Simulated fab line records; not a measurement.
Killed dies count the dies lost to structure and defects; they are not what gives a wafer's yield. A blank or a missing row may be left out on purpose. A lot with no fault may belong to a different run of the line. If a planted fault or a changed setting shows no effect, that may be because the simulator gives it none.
fab line records | flow sky130
[record] lots = 13 wafers = 39 last_day = 50
route steps=708 shown LDD_P@263 LDD_HVP@286 LDD_LDN@301 SPACER@305 PAD_OPEN@708
lots with no fault: from the same line, run without faults
start_h: hours from the record's first day to the start of the lot's first wafer shown | wait_h: hours from the lot's prior step to this one | " as in the row above | L1.1+2: several wafers, shown together as one row | - either no value or no given start | * or withheld: withheld | < > ~ a bound
route shown NAME@n: NAME is a module with steps in the file, n the number in the route of the first one | usual: average and standard deviation across the fault-free wafers | same: alike in all rows | chamber/n: place in a boat | sites: per-site readings | _std_site: how widely they spread, as a standard deviation | _edge_site: outer sites' mean less inner sites' | radius_mm: for every site, how far away it sits from the centre of the wafer | mask NAME#n: copy n | behind: the tool/chamber that last shaped the wafer | hold: why the lot went on hold/how many hours it stayed there/how the hold came to an end | device: transistor that didn't switch, given as n, p or np | end of line: the same wafers' tests at the end of the route | for a step that has no rows: nothing shown but its recipe | killed: the dies lost at the first sort to structure and to defects; this is not the yield of the wafer | map: dies across one wafer; x = killed, . = not, _ = none there
set.NAME: the setting the step ran with; set.NAME@STEP: the setting that earlier step ran with | model.NAME: the simulator's own value behind a step, which no gauge read
the route's steps for a sample of lots (tables are steps, rows are wafers)
services: when a tool's chamber went out of use (start_h, in hours from the record's first day, below 0 if earlier), for how many hours, and the reason
[[steps]]
[step SKY_LDD_P_OVL_MEAS_08]
[usual] LDD_P_OVL = -0.6/1.3
// columns lot.wafer tool chamber start_h wait_h LDD_P_OVL[nm]
L101.1 overlay-01 - 426.88 0.1 -3.3
L101.3 " - " " -2.3
L101.6 " - " " -1.7
L102.1 overlay-02 - 429.43 0.1 1.4
L102.3 " - " " 1.8
L102.5 " - " " 2.0
L103.2 overlay-02 - 450.45 0.1 -2.5
L103.4 " - " " -3.0
L103.5 " - " " -0.7
L104.1 overlay-02 - 450.63 0.1 -2.0
L104.4 " - " " -0.3
L104.5 " - " " -2.7
L106.1 overlay-02 - 469.87 0.1 1.0
L106.3 " - " " -0.1
L106.6 " - " " -0.9
L107.2 overlay-02 - 481.63 0.1 1.3
L107.3 " - " " 2.1
L107.4 " - " " 1.5
L108.2 overlay-01 - 491.10 0.1 0.5
L108.5 " - " " 0.9
L108.6 " - " " 0.4
L110.4 overlay-02 - 538.91 0.1 -1.7
L110.5 " - " " -0.5
L110.6 " - " " -0.3
L113.3 overlay-01 - 562.89 0.1 -0.9
L113.4 " - " " -1.5
L113.5 " - " " -1.8
L115.4 overlay-02 - 567.84 0.1 1.1
L115.5 " - " " -0.4
L115.6 " - " " 0.8
L119.3 overlay-02 - 583.03 0.1 -0.5
L119.5 " - " " -0.3
L119.6 " - " " 0.4
L122.1 overlay-01 - 619.89 0.1 -1.4
L122.3 " - " " -0.4
L122.6 " - " " -2.0
L124.1 overlay-01 - 626.44 0.1 -0.7
L124.3 " - " " -0.9
L124.5 " - " " -1.0
[step SKY_LDD_HVP_IMPLANT_08]
[recipe] species = B energy_kev = 20 dose_cm2 = 1.7e+13 tilt_deg = 17.9
[usual] dose_ions_cm2 = 1.6993e+13/1.9e+10
[same] implant_ion_amu = 11
// columns lot.wafer tool chamber start_h wait_h dose_ions_cm2
L101.1 implanter-03 0 488.79 0.0 1.7007e+13
L101.3 " 0 " " 1.7014e+13
L101.6 " 0 " " 1.7042e+13
L102.1 implanter-03 0 490.93 0.5 1.6977e+13
L102.3 " 0 " " 1.6966e+13
L102.5 " 0 " " 1.698e+13
L103.2 implanter-04 0 510.08 0.0 1.7024e+13
L103.4 " 0 " " 1.7006e+13
L103.5 " 0 " " 1.7012e+13
L104.1 implanter-03 0 510.49 0.0 1.7028e+13
L104.4 " 0 " " 1.7016e+13
L104.5 " 0 " " 1.7007e+13
L106.1 implanter-04 0 530.59 0.0 1.6986e+13
L106.3 " 0 " " 1.6985e+13
L106.6 " 0 " " 1.7005e+13
L107.2 implanter-04 0 542.77 0.0 1.7024e+13
L107.3 " 0 " " 1.7003e+13
L107.4 " 0 " " 1.697e+13
L108.2 implanter-04 0 551.28 0.0 1.6972e+13
L108.5 " 0 " " 1.7001e+13
L108.6 " 0 " " 1.6985e+13
L110.4 implanter-03 0 599.27 0.1 1.7009e+13
L110.5 " 0 " " 1.6982e+13
L110.6 " 0 " " 1.7019e+13
L113.3 implanter-04 0 622.66 0.1 1.6696e+13
L113.4 " 0 " " 1.6699e+13
L113.5 " 0 " " 1.6703e+13
L115.4 implanter-04 0 626.67 0.1 1.6705e+13
L115.5 " 0 " " 1.6705e+13
L115.6 " 0 " " 1.6692e+13
L119.3 implanter-03 0 641.01 0.1 1.7002e+13
L119.5 " 0 " " 1.7037e+13
L119.6 " 0 " " 1.7015e+13
L122.1 implanter-03 0 676.21 0.0 1.7011e+13
L122.3 " 0 " " 1.7015e+13
L122.6 " 0 " " 1.7e+13
L124.1 implanter-03 0 682.49 0.0 1.699e+13
L124.3 " 0 " " 1.6959e+13
L124.5 " 0 " " 1.6953e+13
[step SKY_LDD_LDN_STRIP_12]
[recipe] chemistry = O2/N2 power_w = 1400 pressure_mtorr = 1500 platen_temp_c = withheld o2_flow_sccm = 3000 n2_flow_sccm = 300 overash_fraction = 0.5
[usual] drypump_motor_current_A = 5.6/0.31 oes_product_au = 0.715/0.005 strip_time_to_endpoint_s = 14.17/0.045
// columns lot.wafer tool chamber start_h wait_h drypump_motor_current_A oes_product_au rf_hours_counter_h strip_time_to_endpoint_s
L101.1 plasma_asher-01 0 520.13 0.1 5.4 0.717 41 14.22
L101.3 " 0 " " 5.4 0.717 - 14.21
L101.6 " 1 " " 5.3 0.715 - 14.24
L102.1 plasma_asher-01 0 521.89 0.1 5.4 0.714 41 14.16
L102.3 " 1 " " 5.3 0.712 - 14.21
L102.5 " 0 " " 5.4 0.707 - 14.21
L103.2 plasma_asher-03 1 540.58 0.1 5.9 0.713 71 14.18
L103.4 " 0 " " 6.2 0.713 - 14.18
L103.5 " 1 " " 5.9 0.719 - 14.20
L104.1 plasma_asher-01 1 541.39 0.1 5.3 0.712 43 14.23
L104.4 " 0 " " 5.4 0.717 - 14.21
L104.5 " 1 " " 5.3 0.709 - 14.20
L106.1 plasma_asher-03 1 561.18 0.1 5.9 0.720 73 14.19
L106.3 " 1 " " 5.9 0.720 - 14.22
L106.6 " 1 " " 5.9 0.715 - 14.17
L107.2 plasma_asher-03 1 572.89 0.1 5.9 0.719 74 14.13
L107.3 " 0 " " 6.2 0.712 - 14.12
L107.4 " 1 " " 5.9 0.716 - 14.09
L108.2 plasma_asher-04 1 581.74 0.1 5.8 0.715 91 14.17
L108.5 " 1 " " 5.8 0.716 - 14.12
L108.6 " 0 " " 5.8 0.717 - 14.16
L110.4 plasma_asher-04 1 628.72 0.1 5.8 0.716 - 14.15
L110.5 " 1 " " 5.8 0.717 - 14.13
L110.6 " 0 " " 5.9 0.715 - 14.12
L113.3 plasma_asher-01 1 652.22 0.1 5.3 0.715 - 14.09
L113.4 " 0 " " 5.4 0.711 - 14.12
L113.5 " 1 " " 5.3 0.705 - 14.17
L115.4 plasma_asher-01 1 655.67 0.1 5.3 0.720 - 14.13
L115.5 " 0 " " 5.4 0.717 - 14.24
L115.6 " 1 " " 5.3 0.706 - 14.19
L119.3 plasma_asher-04 1 669.88 0.1 5.8 0.720 - 14.11
L119.5 " 0 " " 5.9 0.718 - 14.17
L119.6 " 1 " " 5.8 0.717 - 14.15
L122.1 plasma_asher-04 0 704.39 0.1 5.9 0.707 106 14.16
L122.3 " 0 " " 5.9 0.721 - 14.20
L122.6 " 1 " " 5.8 0.722 - 14.16
L124.1 plasma_asher-03 1 710.99 0.1 5.8 0.718 80 14.20
L124.3 " 0 " " 6.2 0.711 - 14.20
L124.5 " 0 " " 6.2 0.707 - 14.19
[step SKY_SPACER_THK_MEAS_01]
[recipe] reads = Si3N4_of_SPACER_CVD_00
[usual] SPACER_CVD_00_THK = 43.4/0.47
// columns lot.wafer tool chamber start_h wait_h SPACER_CVD_00_THK[nm]
L101.1 film_metro-01 - 522.12 0.0 43.4
L101.3 " - " " 42.8
L101.6 " - " " 43.2
L102.1 film_metro-01 - 523.33 0.0 44.0
L102.3 " - " " 44.0
L102.5 " - " " 44.2
L103.2 film_metro-03 - 542.01 0.0 43.5
L103.4 " - " " 43.2
L103.5 " - " " 43.4
L104.1 film_metro-02 - 544.56 0.0 43.3
L104.4 " - " " 43.1
L104.5 " - " " 43.2
L106.1 film_metro-02 - 562.60 0.0 43.2
L106.3 " - " " 43.2
L106.6 " - " " 43.4
L107.2 film_metro-02 - 574.32 0.0 43.1
L107.3 " - " " 43.1
L107.4 " - " " 43.2
L108.2 film_metro-02 - 588.22 0.0 42.4
L108.5 " - " " 42.2
L108.6 " - " " 42.8
L110.4 film_metro-01 - 632.54 0.0 43.2
L110.5 " - " " 43.3
L110.6 " - " " 43.2
L113.3 film_metro-03 - 654.58 0.0 43.2
L113.4 " - " " 43.1
L113.5 " - " " 43.4
L115.4 film_metro-01 - 657.98 0.0 43.8
L115.5 " - " " 43.2
L115.6 " - " " 43.2
L119.3 film_metro-03 - 673.19 0.0 43.5
L119.5 " - " " 43.8
L119.6 " - " " 43.5
L122.1 film_metro-02 - 708.68 0.0 42.5
L122.3 " - " " 42.8
L122.6 " - " " 42.6
L124.1 film_metro-01 - 715.24 0.0 43.3
L124.3 " - " " 43.3
L124.5 " - " " 43.4
[step SKY_PAD_OPEN_PROBE_99]
[usual] killed_at_M0_to_M3 = 43/7.8 killed_at_M4_up = 3.2/1.7 killed_at_contacts = 24/5.2 killed_at_front_end = 15/4.5 killed_at_other = 0.4/0.65 killed_dies = 87/9.1 killed_open = 47/7.3 killed_short = 40/6.5
[same] gross_dies = 492 killed_at_back_side = 0
// columns lot.wafer tool chamber start_h wait_h killed_at_M0_to_M3 killed_at_M4_up killed_at_contacts killed_at_front_end killed_at_other killed_dies killed_open killed_short
L106.1 prober-02 - 1098.12 0.1 40 4 25 15 0 84 46 38
L106.3 prober-02 - 1098.22 0.2 47 5 22 29 1 104 50 54
L106.6 prober-02 - 1098.37 0.2 49 3 24 15 0 91 41 50
L113.3 prober-01 - 1156.77 0.2 34 3 23 12 0 72 38 34
L113.4 prober-01 - 1156.82 0.2 40 1 33 18 0 92 45 46
L113.5 prober-01 - 1156.87 0.2 35 3 21 14 0 73 41 32
L115.4 prober-01 - 1162.44 0.2 61 0 27 19 0 107 68 39
L115.5 prober-01 - 1162.49 0.2 37 3 28 14 1 83 45 38
L115.6 prober-01 - 1162.54 0.2 38 7 23 11 1 80 38 42
L119.3 prober-02 - 1172.98 0.2 47 5 27 12 1 92 67 25
L119.5 prober-02 - 1173.08 0.2 45 2 18 24 0 89 42 47
L119.6 prober-02 - 1173.13 0.2 43 2 32 20 0 97 50 47
L122.1 prober-02 - 1192.84 0.1 40 3 21 12 0 76 44 32
L122.3 prober-02 - 1192.94 0.2 33 3 33 13 1 83 54 28
L122.6 prober-02 - 1193.09 0.2 31 2 34 26 0 93 55 38
// killed by level:class
L106.1 CONTACT:geometric_particle:open=12 FIELD_ISO:geometric_particle:open=7 VIA1:geometric_particle:short=7 METAL2:geometric_particle:short=6 VIA3:geometric_particle:open=5 VIA2:geometric_particle:open=5 LI_CONTACT:geometric_particle:open=4 VIA1:geometric_particle:open=4
L106.3 FIELD_ISO:geometric_particle:short=11 VIA2:geometric_particle:open=11 VIA3:geometric_particle:open=7 POLY_GATE:geometric_particle:short=6 POLY_GATE:geometric_particle:open=6 CONTACT:geometric_particle:short=6 CONTACT:geometric_particle:open=6 VIA2:geometric_particle:short=6
L106.6 VIA1:geometric_particle:open=14 VIA1:geometric_particle:short=9 METAL2:geometric_particle:short=8 CONTACT:geometric_particle:short=8 FIELD_ISO:geometric_particle:short=6 VIA2:geometric_particle:open=6 POLY_GATE:geometric_particle:open=5 CONTACT:geometric_particle:open=5
L113.3 LI_CONTACT:geometric_particle:open=9 POLY_GATE:geometric_particle:open=6 VIA3:geometric_particle:open=6 VIA1:geometric_particle:open=6 LOCAL_INTERCONNECT:geometric_particle:short=5 CONTACT:geometric_particle:open=5 METAL1:geometric_particle:short=5 METAL2:geometric_particle:short=4
L113.4 CONTACT:geometric_particle:short=12 CONTACT:geometric_particle:open=9 VIA1:geometric_particle:open=9 POLY_GATE:geometric_particle:open=5 VIA1:geometric_particle:short=5 METAL2:geometric_particle:short=5 VIA3:geometric_particle:open=5 FIELD_ISO:geometric_particle:short=4
L113.5 CONTACT:geometric_particle:open=9 LI_CONTACT:geometric_particle:open=7 VIA1:geometric_particle:open=6 VIA3:geometric_particle:open=6 FIELD_ISO:geometric_particle:short=4 VIA2:geometric_particle:open=4 POLY_GATE:geometric_particle:open=3 CONTACT:geometric_particle:short=3
L115.4 VIA1:geometric_particle:open=13 CONTACT:geometric_particle:open=11 VIA2:geometric_particle:open=11 VIA3:geometric_particle:open=9 METAL1:geometric_particle:short=8 VIA1:geometric_particle:short=7 FIELD_ISO:geometric_particle:open=6 POLY_GATE:geometric_particle:short=5
L115.5 CONTACT:geometric_particle:open=11 VIA3:geometric_particle:open=8 VIA1:geometric_particle:open=6 METAL1:geometric_particle:short=5 FIELD_ISO:geometric_particle:short=4 LI_CONTACT:geometric_particle:open=4 LOCAL_INTERCONNECT:geometric_particle:short=4 VIA3:geometric_particle:short=4
L115.6 CONTACT:geometric_particle:open=9 CONTACT:geometric_particle:short=8 VIA1:geometric_particle:open=7 VIA3:geometric_particle:open=7 METAL1:geometric_particle:short=5 METAL4:geometric_particle:short=5 VIA1:geometric_particle:short=4 VIA2:geometric_particle:open=4
L119.3 CONTACT:geometric_particle:open=15 VIA3:geometric_particle:open=12 VIA1:geometric_particle:open=10 VIA2:geometric_particle:open=8 LI_CONTACT:geometric_particle:open=5 METAL4:geometric_particle:short=4 POLY_GATE:geometric_particle:short=4 POLY_GATE:geometric_particle:open=4
L119.5 POLY_GATE:geometric_particle:short=9 POLY_GATE:geometric_particle:open=7 VIA3:geometric_particle:open=7 LI_CONTACT:geometric_particle:open=5 CONTACT:geometric_particle:open=5 METAL1:geometric_particle:short=5 VIA1:geometric_particle:open=5 VIA2:geometric_particle:short=5
L119.6 CONTACT:geometric_particle:open=12 FIELD_ISO:geometric_particle:short=10 LI_CONTACT:geometric_particle:open=10 VIA2:geometric_particle:open=7 POLY_GATE:geometric_particle:open=6 VIA1:geometric_particle:open=6 VIA1:geometric_particle:short=5 METAL1:geometric_particle:short=5
L122.1 VIA1:geometric_particle:open=12 VIA2:geometric_particle:open=8 CONTACT:geometric_particle:open=7 METAL1:geometric_particle:short=6 LI_CONTACT:geometric_particle:open=5 FIELD_ISO:geometric_particle:short=4 POLY_GATE:geometric_particle:short=3 LI_CONTACT:geometric_particle:short=3
L122.3 CONTACT:geometric_particle:open=11 LI_CONTACT:geometric_particle:open=10 VIA2:geometric_particle:open=9 VIA1:geometric_particle:open=5 VIA3:geometric_particle:open=5 SPACER:geometric_particle:open=4 LOCAL_INTERCONNECT:geometric_particle:short=4 VIA1:geometric_particle:short=4
L122.6 LI_CONTACT:geometric_particle:open=14 VIA1:geometric_particle:open=12 FIELD_ISO:geometric_particle:open=9 LOCAL_INTERCONNECT:geometric_particle:short=6 VIA3:geometric_particle:open=6 FIELD_ISO:geometric_particle:short=5 CONTACT:geometric_particle:open=5 SPACER:geometric_particle:short=4
[[services]]
// columns tool chamber start_h hours kind
implanter-03 - 466.53 0.6 repair
implanter-04 - 481.33 2.3 repair
implanter-04 - 495.05 1.2 repair
implanter-04 - 599.86 2.6 repair
plasma_asher-03 - 622.40 82.2 repair
implanter-04 - 648.52 3.4 pm
implanter-04 - 654.50 4.2 repair
implanter-04 - 677.94 5.8 repair
implanter-04 - 683.82 2.0 repair
plasma_asher-01 - 710.08 14.6 pm
implanter-04 - 710.12 140.4 pm
[[key]]
[first_sign] step = SKY_LDD_HVP_IMPLANT_08 reading = dose_ions_cm2 direction = down sigmas = 15 usual = * struck = *
effect none on later readings
met_at SKY_LDD_HVP_IMPLANT_08
struck_lots L113,L115
tester_left_out L113,L115
not_acting_at SKY_LDD_P_OVL_MEAS_08,SKY_LDD_LDN_STRIP_12,SKY_SPACER_THK_MEAS_01
onset_between 551.28 622.66
[fault] kind = process_parameter_drift tool = implanter-04 chamber = - onset_h = 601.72 steps = SKY_LDD_HVP_IMPLANT_08 channel = dose_cm2 offset = * shape = step end_h = 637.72 acts_in = * stated = *
// tester_left_out: of these lots the tester's yield and bins aren't shown, on N5 and GAA mostly nor the transistor test; their killed dies are dies lost to structure and defects alone, not to doping, threshold or leakage, so they don't give the yield
